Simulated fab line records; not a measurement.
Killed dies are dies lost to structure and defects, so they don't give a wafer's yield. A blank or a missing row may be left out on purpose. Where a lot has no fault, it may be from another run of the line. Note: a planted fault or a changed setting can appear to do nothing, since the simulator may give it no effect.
fab line records	flow sky130
[record] lots = 6	wafers = 18	last-day = 50
route steps=708 shown LDD_N@252 LDD_P@255 LDD_HVN@267 PAD_OPEN@708
lots with no fault: from the same line, run without faults
start-h: hours from the record's first day to the start of the lot's first wafer shown	wait-h: how many hours have passed since the lot's step before this one	" the same as in the row above	L1.1+2: a row that stands for several wafers	- no value, or no start given	* or withheld: withheld	< > ~ a bound
route shown NAME@n: a module of which the file shows steps, and the number in the route of the first	usual: the fault-free wafers' mean and standard deviation	same: alike in all rows	chamber/n: place in a boat	sites: the reading at each site	_std_site: the standard deviation of these	_edge_site: outer sites' mean less inner sites'	radius-mm: for every site, how far away it sits from the centre of the wafer	mask NAME#n: copy n	behind: the tool/chamber that last shaped the wafer	hold: why the lot was held/for how many hours/how that ended	device: transistor that didn't switch, given as n, p or np	end of line: tests run on the same wafers once the route is complete	where a step has no rows: the recipe by itself	killed: at the first sort, the dies lost to defects and structure; wafer yield is something else	map: the dies of a wafer, with x for killed, . for not killed, _ for no die there
set.NAME: the setting as run; set.NAME@STEP: as run at that earlier step	model.NAME: the simulator's own value behind a step, which no gauge read
certain route steps with their lots: each step a table, each wafer a row
services: when a tool's chamber went out of use (start-h, in hours from the record's first day, below 0 if earlier), for how many hours, and the reason
[[steps]]
[step SKY_LDD_N_IMPLANT_15]
[recipe] species = BF2	energy-kev = 50	dose-cm2 = 5e+12	tilt-deg = 30	rotation-deg = 270
[step SKY_LDD_N_STRIP_16]
[recipe] chemistry = O2/N2	power-w = 1400	pressure-mtorr = 1500	platen-temp-c = withheld	o2-flow-sccm = 3000	n2-flow-sccm = 300	overash-fraction = 0.5
[usual] drypump-motor-current-A = 5.83/0.18	oes-product-au = 0.407/0.0045	strip-time-to-endpoint-s = 4.313/0.014
lot.wafer	tool	chamber	start-h	wait-h	drypump-motor-current-A	oes-product-au	rf-hours-counter-h	strip-time-to-endpoint-s
L982.2	plasma-asher-01	1	397.91	0.1	5.92	0.405	28	4.332
L982.3	"	0	"	"	5.92	0.406	-	4.313
L982.5	"	0	"	"	5.93	0.406	-	4.307
L983.1	plasma-asher-02	0	409.45	0.1	5.97	0.407	57	4.307
L983.2	"	1	"	"	5.55	0.409	57	4.325
L983.4	"	1	"	"	5.55	0.409	-	4.310
L988.2	plasma-asher-02	0	452.95	0.1	6.00	0.409	61	4.293
L988.3	"	0	"	"	5.98	0.404	-	4.297
L988.4	"	1	"	"	5.56	0.408	-	4.305
L989.2	plasma-asher-01	0	463.31	0.1	5.92	0.394	34	4.299
L989.4	"	0	"	"	5.93	0.405	-	4.298
L989.6	"	1	"	"	5.93	0.398	-	4.335
L998.1	plasma-asher-03	1	542.50	0.1	5.64	0.406	11	4.323
L998.2	"	0	"	"	6.01	0.400	11	4.323
L998.3	"	1	"	"	5.64	0.407	-	4.303
L104.1	plasma-asher-02	0	592.26	0.1	5.96	0.405	76	4.329
L104.2	"	1	"	"	5.58	0.408	76	4.323
L104.6	"	1	"	"	5.57	0.401	-	4.340
[step SKY_LDD_N_TW_MEAS_17]
[usual] LDD_N_TW = 2583/19
lot.wafer	tool	chamber	start-h	wait-h	LDD_N_TW
L982.2	film-metro-04	-	398.02	0.1	2560
L982.3	"	-	"	"	2555
L982.5	"	-	"	"	2558
L983.1	film-metro-02	-	409.55	0.1	2576
L983.2	"	-	"	"	2576
L983.4	"	-	"	"	2580
L988.2	film-metro-04	-	453.06	0.1	2572
L988.3	"	-	"	"	2574
L988.4	"	-	"	"	2579
L989.2	film-metro-01	-	463.42	0.1	2598
L989.4	"	-	"	"	2600
L989.6	"	-	"	"	2609
L998.1	film-metro-04	-	542.60	0.1	2570
L998.2	"	-	"	"	2560
L998.3	"	-	"	"	2566
L104.1	film-metro-02	-	592.36	0.1	2578
L104.2	"	-	"	"	2576
L104.6	"	-	"	"	2577
[step SKY_LDD_P_DEHYDRATE_00]
[recipe] temp-c = 200	time-s = 60
[step SKY_LDD_P_HMDS_01]
[recipe] prime-time-s = 60	prime-temp-c = 120
[step SKY_LDD_P_COAT_02]
[recipe] resist = NOVOLAK	spin-rpm = 3000	resist-thk-nm = 1140
[step SKY_LDD_P_SOFTBAKE_03]
[recipe] temp-c = 90	time-s = 60	resist = NOVOLAK
[step SKY_LDD_P_EXPOSE_04]
[recipe] mask-id = PSDM	na = 0.6	source-shape = conventional	sigma-outer = 0.6	polarization = unpolarized	target-cd-nm = 380	dose-mj = 138
[step SKY_LDD_P_PEB_05]
[recipe] temp-c = withheld	time-s = *	resist = NOVOLAK
[step SKY_LDD_P_DEVELOP_06]
[recipe] resist = NOVOLAK	developer = TMAH	develop-time-s = 60	dev-temp-c = 23
[step SKY_LDD_P_CD_MEAS_07]
[recipe] target-cd-nm = 380
[usual] cd-nm = 380.1/2.8
lot.wafer	tool	chamber	start-h	wait-h	cd-nm
L982.2	cd-sem-01	-	426.89	0.1	376.8
L982.3	"	-	"	"	379.6
L982.5	"	-	"	"	381.4
L983.1	cd-sem-01	-	439.77	0.1	384.5
L983.2	"	-	"	"	384.7
L983.4	"	-	"	"	383.0
L988.2	cd-sem-02	-	483.09	0.1	380.5
L988.3	"	-	"	"	380.7
L988.4	"	-	"	"	380.0
L989.2	cd-sem-01	-	494.14	0.1	381.9
L989.4	"	-	"	"	382.9
L989.6	"	-	"	"	381.7
L998.1	cd-sem-01	-	572.57	0.1	382.6
L998.2	"	-	"	"	382.6
L998.3	"	-	"	"	382.6
L104.1	cd-sem-01	-	620.72	0.1	382.1
L104.2	"	-	"	"	378.6
L104.6	"	-	"	"	378.2
[step SKY_LDD_P_OVL_MEAS_08]
[usual] LDD_P_OVL = 0.6/1.4
lot.wafer	tool	chamber	start-h	wait-h	LDD_P_OVL[nm]
L982.2	overlay-02	-	427.00	0.1	1.2
L982.3	"	-	"	"	2.8
L982.5	"	-	"	"	1.9
L983.1	overlay-02	-	439.89	0.1	-1.1
L983.2	"	-	"	"	0.5
L983.4	"	-	"	"	-0.1
L988.2	overlay-01	-	483.19	0.1	-1.0
L988.3	"	-	"	"	-1.7
L988.4	"	-	"	"	-1.5
L989.2	overlay-02	-	494.24	0.1	-1.7
L989.4	"	-	"	"	-0.1
L989.6	"	-	"	"	0.5
L998.1	overlay-02	-	572.70	0.1	1.7
L998.2	"	-	"	"	1.7
L998.3	"	-	"	"	0.9
L104.1	overlay-02	-	620.84	0.1	-0.8
L104.2	"	-	"	"	-1.2
L104.6	"	-	"	"	0.7
[step SKY_LDD_P_IMPLANT_09]
[recipe] species = BF2	energy-kev = 25	dose-cm2 = 1e+13	tilt-deg = withheld
[usual] dose-ions-cm2 = 9.999e+12/1.1e+10	end-station-pressure-torr = 5.05e-06/2.9e-07	faraday-current-uA = 56.4/1.1
lot.wafer	tool	chamber	start-h	wait-h	dose-ions-cm2	end-station-pressure-torr	faraday-current-uA
L982.2	implanter-02	0	427.05	0.0	9.986e+12	4.71e-06	54.9
L982.3	"	0	"	"	1.0012e+13	4.73e-06	56.0
L982.5	"	0	"	"	9.994e+12	5.38e-06	55.2
L983.1	implanter-01	0	439.93	0.0	1.001e+13	4.9e-06	58.1
L983.2	"	0	"	"	1.0011e+13	5.36e-06	57.5
L983.4	"	0	"	"	1.0012e+13	4.97e-06	56.8
L988.2	implanter-02	0	483.25	0.0	7.937e+12	5.42e-06	44.5
L988.3	"	0	"	"	7.919e+12	4.72e-06	44.7
L988.4	"	0	"	"	7.926e+12	4.92e-06	43.2
L989.2	implanter-02	0	494.30	0.0	7.933e+12	5.3e-06	45.5
L989.4	"	0	"	"	7.933e+12	4.68e-06	43.3
L989.6	"	0	"	"	7.924e+12	4.86e-06	44.5
L998.1	implanter-04	0	572.85	0.1	1.0018e+13	4.87e-06	57.8
L998.2	"	0	"	"	9.997e+12	5.07e-06	59.1
L998.3	"	0	"	"	1.001e+13	4.87e-06	57.0
L104.1	implanter-01	0	620.87	0.0	9.994e+12	4.67e-06	56.8
L104.2	"	0	"	"	1.0003e+13	5.45e-06	55.8
L104.6	"	0	"	"	1.0007e+13	5.52e-06	57.4
[step SKY_LDD_P_STRIP_10]
[recipe] chemistry = O2/N2	power-w = 1400	pressure-mtorr = 1500	platen-temp-c = withheld	o2-flow-sccm = 3000	n2-flow-sccm = 300	overash-fraction = 0.5
[usual] drypump-motor-current-A = 5.7/0.39	oes-product-au = 0.715/0.0044	strip-time-to-endpoint-s = 14.16/0.037
lot.wafer	tool	chamber	start-h	wait-h	drypump-motor-current-A	oes-product-au	rf-hours-counter-h	strip-time-to-endpoint-s
L982.2	plasma-asher-01	1	427.18	0.1	5.9	0.721	31	14.23
L982.3	"	1	"	"	5.9	0.723	-	14.26
L982.5	"	0	"	"	5.9	0.716	-	14.23
L983.1	plasma-asher-01	1	440.08	0.1	5.9	0.714	32	14.17
L983.2	"	0	"	"	5.9	0.718	32	14.19
L983.4	"	0	"	"	5.9	0.708	-	14.21
L988.2	plasma-asher-04	0	483.37	0.1	4.8	0.713	77	14.16
L988.3	"	1	"	"	5.9	0.715	-	14.13
L988.4	"	0	"	"	4.8	0.712	-	14.16
L989.2	plasma-asher-03	1	494.42	0.1	5.7	0.721	6	14.15
L989.4	"	1	"	"	5.6	0.714	-	14.11
L989.6	"	0	"	"	6.0	0.706	-	14.13
L998.1	plasma-asher-03	0	573.00	0.1	6.0	0.713	14	14.11
L998.2	"	1	"	"	5.6	0.715	14	14.13
L998.3	"	0	"	"	6.0	0.708	-	14.13
L104.1	plasma-asher-01	1	621.02	0.1	5.9	0.712	50	14.19
L104.2	"	0	"	"	5.9	0.713	50	14.20
L104.6	"	1	"	"	5.9	0.723	-	14.16
[step SKY_LDD_P_TW_MEAS_11]
[usual] LDD_P_TW = 636/4.5
lot.wafer	tool	chamber	start-h	wait-h	LDD_P_TW
L982.2	film-metro-04	-	427.29	0.1	634
L982.3	"	-	"	"	627
L982.5	"	-	"	"	631
L983.1	film-metro-01	-	440.18	0.1	643
L983.2	"	-	"	"	643
L983.4	"	-	"	"	644
L988.2	film-metro-01	-	483.48	0.1	593
L988.3	"	-	"	"	592
L988.4	"	-	"	"	595
L989.2	film-metro-01	-	494.53	0.1	593
L989.4	"	-	"	"	592
L989.6	"	-	"	"	596
L998.1	film-metro-01	-	573.10	0.1	640
L998.2	"	-	"	"	641
L998.3	"	-	"	"	642
L104.1	film-metro-03	-	621.12	0.1	635
L104.2	"	-	"	"	637
L104.6	"	-	"	"	633
[step SKY_LDD_HVN_DEHYDRATE_00]
[recipe] temp-c = 200	time-s = 60
[step SKY_PAD_OPEN_PROBE_99]
[usual] killed_at_M0_to_M3 = 43/6.4	killed_at_M4_up = 2.8/1.7	killed-at-contacts = 24/5.5	killed-at-front-end = 15/4	killed-at-other = 0.3/0.54	killed-dies = 86/9.1	killed-open = 47/6.6	killed-short = 39/6.2
[same] gross-dies = 492	killed-at-back-side = 0
lot.wafer	tool	chamber	start-h	wait-h	killed_at_M0_to_M3	killed_at_M4_up	killed-at-contacts	killed-at-front-end	killed-at-other	killed-dies	killed-open	killed-short	model.etest.tip-p.rs-ohm-sq
L982.2	prober-01	-	1070.68	0.1	37	1	26	21	0	85	43	42	6857
L982.3	prober-01	-	1070.73	0.2	43	4	25	15	0	87	44	43	6879
L982.5	prober-01	-	1070.83	0.2	37	2	24	13	0	76	44	32	6891
L983.1	prober-02	-	1081.55	0.1	47	3	30	11	0	91	57	34	6916
L983.2	prober-02	-	1081.60	0.1	49	2	30	16	0	97	52	45	6970
L983.4	prober-02	-	1081.70	0.2	45	3	26	17	0	91	43	48	6944
L988.2	prober-02	-	1110.08	0.1	44	2	19	11	0	76	47	29	8233
L988.3	prober-02	-	1110.13	0.2	38	2	18	14	1	73	39	34	8179
L988.4	prober-02	-	1110.18	0.2	43	3	28	8	1	83	45	38	8210
L989.2	prober-01	-	1115.64	0.1	48	0	26	19	1	94	52	42	8239
L989.4	prober-01	-	1115.74	0.2	55	2	24	14	0	95	49	46	8264
L989.6	prober-01	-	1115.84	0.2	43	2	34	11	0	90	44	46	8247
L998.1	prober-02	-	1165.74	0.1	46	5	25	12	0	88	45	43	6873
L998.2	prober-02	-	1165.79	0.1	49	3	26	11	1	90	44	46	6950
L998.3	prober-02	-	1165.84	0.2	38	2	18	13	0	71	40	31	6872
L104.1	prober-02	-	1193.18	0.1	38	2	25	20	0	85	43	42	6855
L104.2	prober-02	-	1193.23	0.1	37	4	21	14	0	76	40	36	6811
L104.6	prober-02	-	1193.43	0.2	39	1	19	12	1	72	42	30	6848
// killed by level:class
L982.2 CONTACT:geometric-particle:open=10 VIA1:geometric-particle:open=9 METAL2:geometric-particle:short=7 FIELD_ISO:geometric-particle:short=6 LOCAL_INTERCONNECT:geometric-particle:short=6 VIA3:geometric-particle:open=6 SPACER:geometric-particle:open=4 LI_CONTACT:geometric-particle:open=4
L982.3 VIA2:geometric-particle:open=10 CONTACT:geometric-particle:open=10 METAL2:geometric-particle:short=8 LI_CONTACT:geometric-particle:open=6 VIA3:geometric-particle:open=5 FIELD_ISO:geometric-particle:short=4 LOCAL_INTERCONNECT:geometric-particle:short=4 CONTACT:geometric-particle:short=4
L982.5 LI_CONTACT:geometric-particle:open=10 VIA2:geometric-particle:open=9 VIA1:geometric-particle:short=7 VIA1:geometric-particle:open=7 CONTACT:geometric-particle:open=6 CONTACT:geometric-particle:short=5 VIA3:geometric-particle:open=4 METAL2:geometric-particle:short=4
L983.1 LI_CONTACT:geometric-particle:open=12 CONTACT:geometric-particle:open=11 VIA3:geometric-particle:open=10 VIA1:geometric-particle:short=8 VIA1:geometric-particle:open=7 METAL1:geometric-particle:short=5 VIA2:geometric-particle:open=4 CONTACT:geometric-particle:short=4
L983.2 CONTACT:geometric-particle:open=10 VIA2:geometric-particle:open=8 VIA1:geometric-particle:open=7 VIA3:geometric-particle:open=7 LI_CONTACT:geometric-particle:open=6 METAL1:geometric-particle:short=6 VIA3:geometric-particle:short=6 LOCAL_INTERCONNECT:geometric-particle:short=5
L983.4 CONTACT:geometric-particle:open=10 VIA1:geometric-particle:open=9 VIA3:geometric-particle:open=7 CONTACT:geometric-particle:short=6 FIELD_ISO:geometric-particle:short=5 POLY_GATE:geometric-particle:short=5 METAL1:geometric-particle:short=5 VIA1:geometric-particle:short=5
L988.2 VIA1:geometric-particle:open=11 VIA2:geometric-particle:open=7 CONTACT:geometric-particle:open=6 VIA3:geometric-particle:open=6 LI_CONTACT:geometric-particle:open=5 FIELD_ISO:geometric-particle:open=4 METAL2:geometric-particle:short=4 LOCAL_INTERCONNECT:geometric-particle:short=3
L988.3 VIA1:geometric-particle:open=7 VIA2:geometric-particle:open=7 VIA3:geometric-particle:open=6 LI_CONTACT:geometric-particle:open=5 METAL1:geometric-particle:short=5 LI_CONTACT:geometric-particle:short=4 CONTACT:geometric-particle:open=4 METAL2:geometric-particle:short=4
L988.4 CONTACT:geometric-particle:open=11 VIA1:geometric-particle:open=9 LI_CONTACT:geometric-particle:open=7 VIA2:geometric-particle:open=6 METAL1:geometric-particle:short=6 METAL2:geometric-particle:short=6 CONTACT:geometric-particle:short=5 METAL3:geometric-particle:short=5
L989.2 VIA1:geometric-particle:open=13 CONTACT:geometric-particle:open=11 METAL1:geometric-particle:short=9 POLY_GATE:geometric-particle:short=7 VIA3:geometric-particle:open=7 LI_CONTACT:geometric-particle:open=6 METAL2:geometric-particle:short=5 POLY_GATE:geometric-particle:open=4
L989.4 VIA1:geometric-particle:open=17 CONTACT:geometric-particle:open=10 METAL1:geometric-particle:short=7 VIA1:geometric-particle:short=6 VIA2:geometric-particle:short=6 METAL2:geometric-particle:short=5 VIA2:geometric-particle:open=5 FIELD_ISO:geometric-particle:short=4
L989.6 CONTACT:geometric-particle:short=9 LI_CONTACT:geometric-particle:open=8 CONTACT:geometric-particle:open=8 VIA3:geometric-particle:open=8 VIA1:geometric-particle:open=6 VIA1:geometric-particle:short=6 LOCAL_INTERCONNECT:geometric-particle:short=6 VIA2:geometric-particle:open=6
L998.1 CONTACT:geometric-particle:open=8 VIA1:geometric-particle:open=8 VIA3:geometric-particle:open=8 VIA1:geometric-particle:short=7 VIA2:geometric-particle:open=6 CONTACT:geometric-particle:short=6 METAL1:geometric-particle:short=5 FIELD_ISO:geometric-particle:short=4
L998.2 CONTACT:geometric-particle:open=13 VIA1:geometric-particle:short=11 METAL2:geometric-particle:short=10 VIA3:geometric-particle:open=6 LI_CONTACT:geometric-particle:open=5 VIA2:geometric-particle:open=5 VIA1:geometric-particle:open=5 CONTACT:geometric-particle:short=4
L998.3 LI_CONTACT:geometric-particle:open=9 METAL2:geometric-particle:short=8 VIA1:geometric-particle:open=8 CONTACT:geometric-particle:open=5 METAL2:geometric-particle:open=4 FIELD_ISO:geometric-particle:open=4 METAL1:geometric-particle:short=4 VIA2:geometric-particle:open=4
L104.1 CONTACT:geometric-particle:open=8 VIA2:geometric-particle:open=7 FIELD_ISO:geometric-particle:open=6 LI_CONTACT:geometric-particle:open=6 LOCAL_INTERCONNECT:geometric-particle:short=5 VIA1:geometric-particle:open=5 METAL3:geometric-particle:short=5 POLY_GATE:geometric-particle:short=4
L104.2 LI_CONTACT:geometric-particle:open=7 VIA1:geometric-particle:open=7 CONTACT:geometric-particle:short=6 VIA3:geometric-particle:open=6 FIELD_ISO:geometric-particle:short=5 VIA2:geometric-particle:open=5 CONTACT:geometric-particle:open=4 METAL3:geometric-particle:short=4
L104.6 VIA1:geometric-particle:open=9 VIA3:geometric-particle:open=7 LI_CONTACT:geometric-particle:open=6 METAL2:geometric-particle:short=6 CONTACT:geometric-particle:open=5 FIELD_ISO:geometric-particle:open=4 CONTACT:geometric-particle:short=4 POLY_GATE:geometric-particle:open=3
[[services]]
tool	chamber	start-h	hours	kind
implanter-02	-	376.86	2.0	pm
plasma-asher-04	-	384.03	1.0	repair
implanter-02	-	403.15	2.8	repair
implanter-02	-	404.96	1.2	repair
plasma-asher-02	-	419.14	0.8	repair
plasma-asher-01	-	420.99	1.3	repair
plasma-asher-03	-	421.25	9.0	pm
plasma-asher-03	0	421.25	9.0	vent-cycle
plasma-asher-03	1	421.25	9.0	vent-cycle
implanter-04	-	429.36	5.8	repair
plasma-asher-03	0	430.25	-	clean
plasma-asher-03	1	430.25	-	clean
plasma-asher-01	-	488.50	1.9	repair
implanter-04	-	488.80	3.0	repair
implanter-04	-	491.83	3.5	pm
implanter-04	-	556.13	16.3	repair
implanter-02	-	569.95	3.3	pm
plasma-asher-03	-	588.20	2.9	repair
implanter-01	-	595.62	6.2	repair
implanter-02	-	602.05	3.6	repair
[[key]]
[first-sign] step = SKY_LDD_P_IMPLANT_09	reading = dose-ions-cm2	direction = down	sigmas = 99+	usual = *	struck = *
[effect] step = SKY_LDD_P_IMPLANT_09	reading = faraday-current-uA	direction = down	sigmas = 11	usual = 56.4	struck = 44.3
[effect] step = SKY_LDD_P_TW_MEAS_11	reading = LDD_P_TW	direction = down	sigmas = 9.3	usual = 636	struck = 594
[model-effect] step = SKY_PAD_OPEN_PROBE_99	value = etest.tip-p.rs-ohm-sq	without = 6792	struck = 8229
met-at SKY_LDD_P_IMPLANT_09
struck-wafers L988.2,L988.3,L988.4,L989.2,L989.4,L989.6
tester-left-out L988,L989
onset-between 427.05 483.25
[fault] kind = process-parameter-drift	tool = implanter-02	chamber = -	onset-h = 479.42	steps = SKY_LDD_P_IMPLANT_09	channel = dose-cm2	offset = *	shape = step	end-h = 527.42	acts-in = *	stated = *
// tester-left-out: of these lots the tester's yield and bins aren't shown, on N5 and GAA mostly nor the transistor test; their killed dies are dies lost to structure and defects alone, not to doping, threshold or leakage, so they don't give the yield
